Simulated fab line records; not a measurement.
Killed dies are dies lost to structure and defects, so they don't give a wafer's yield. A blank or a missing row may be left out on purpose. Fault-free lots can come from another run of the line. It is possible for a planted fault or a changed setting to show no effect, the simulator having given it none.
Problem report, 8D (eight disciplines) form, completed by code + flow sky130 + the parts of the form that need people (team, actions taken, sign-off) are left out

== 1. THE PROBLEM ==
Wafers free of any fault read 1184 nm (standard deviation 12) for VIA2_HDPCVD_THK at SKY_VIA2_THK_MEAS_01, against a mean of 954 nm on 2 wafers of 2 lots. That is -19 standard deviations from the usual mean.
First observed at day 41 01:31: wafer L865.3, on film metro-02. Wafers with a number at this step in the record: 33, from 11 lots. Rule for "out" (also "out of limits"): further than 4 standard deviations from the usual mean. All remaining wafers that have a number are taken as sound.

== 2. WHAT THIS IS AND IS NOT ==
| question                    | is                           | is not                                                                                 |
|-----------------------------|------------------------------|----------------------------------------------------------------------------------------|
| which readings at this step | VIA2_HDPCVD_THK              | -                                                                                      |
| which lots                  | L865, L866                   | L853, L854, L855, L856, L858, L861, L867, L871, L873                                   |
| which wafers of those lots  | L865.3, L866.4               | L865.1, L865.4, L866.3, L866.6                                                         |
| read on which gauges        | film metro-01, film metro-02 | film metro-04                                                                          |
| when                        | from day 41 01:31            | up to then (20 sound wafers); but 11 sound wafers of L866, L867, L871, L873 came after |

== 3. THE SUSPECTS, EACH WITH WHAT RULES IT OUT ==
Counting: any tool at a process step up to the reading remains a suspect provided it ran every lot that is out. Sound lots after the first of them don't rule it out here, since some wafers of a struck lot are sound.
- ruled out: the gauge at SKY_VIA2_THK_MEAS_01. Those wafers that are out were read across 2 gauges (film metro-01, film metro-02).
- hdpcvd-02 at SKY_VIA2_HDPCVD_00 (deposits SiO2, target thk 1180 nm, time 196.7 s): kept. Ran every lot that is out, first one L865 (day 41 01:23); last sound lot up to then L861 (day 37 09:13). On those wafers its own readings are out: sih4 flow sccm.
- In hdpcvd-02 at SKY_VIA2_HDPCVD_00, the wafers that are out were processed in chamber 2 and their sound lot-mates in chambers 0, 1.
Left after counting: hdpcvd-02 at SKY_VIA2_HDPCVD_00.

== 4. THE CAUSE (what the simulator had put in) ==
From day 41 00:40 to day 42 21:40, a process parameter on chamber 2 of hdpcvd-02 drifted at SKY_VIA2_HDPCVD_00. Setting sih4 flow sccm, moved by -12, from 60. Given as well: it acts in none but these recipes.
Counting left only this tool.

== 5. THE EFFECT CHAIN, in route order ==
Each row: a reading where the mean over the struck wafers with a number is more than 3 standard deviations away from the usual. Only readings for which the record gives a usual standard deviation are gone through. hours: the time from each lot's start at the first step in this table that gives one to its start at this step, as a median over the lots. sigmas: the change in usual standard deviations.
| hours | step                 | reading         | usual      | on struck wafers | change | sigmas |
|-------|----------------------|-----------------|------------|------------------|--------|--------|
| 0     | SKY_VIA2_HDPCVD_00   | sih4 flow sccm  | 60.02 sccm | 48.22            | -11.80 | -69    |
| 0     | SKY_VIA2_THK_MEAS_01 | VIA2_HDPCVD_THK | 1184 nm    | 954              | -230   | -19    |
The process steps in it:
- SKY_VIA2_HDPCVD_00: deposits SiO2, target thk 1180 nm, time 196.7 s.

== 6. HOW IT WOULD HAVE BEEN CAUGHT EARLIER ==
In this record the first reading out of limits at a measuring or inspecting step was taken at day 41 01:31, 1 hour after the fault began at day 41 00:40.
The tool's own readings at SKY_VIA2_HDPCVD_00 were out on every struck wafer that the step has a row for (sih4 flow sccm): an alarm limit on them would have fired on the first of those.
Of the lots that are out (2), L866 began SKY_VIA2_HDPCVD_00 on hdpcvd-02 after day 41 01:31. Putting the tool on hold at that point would have spared it.
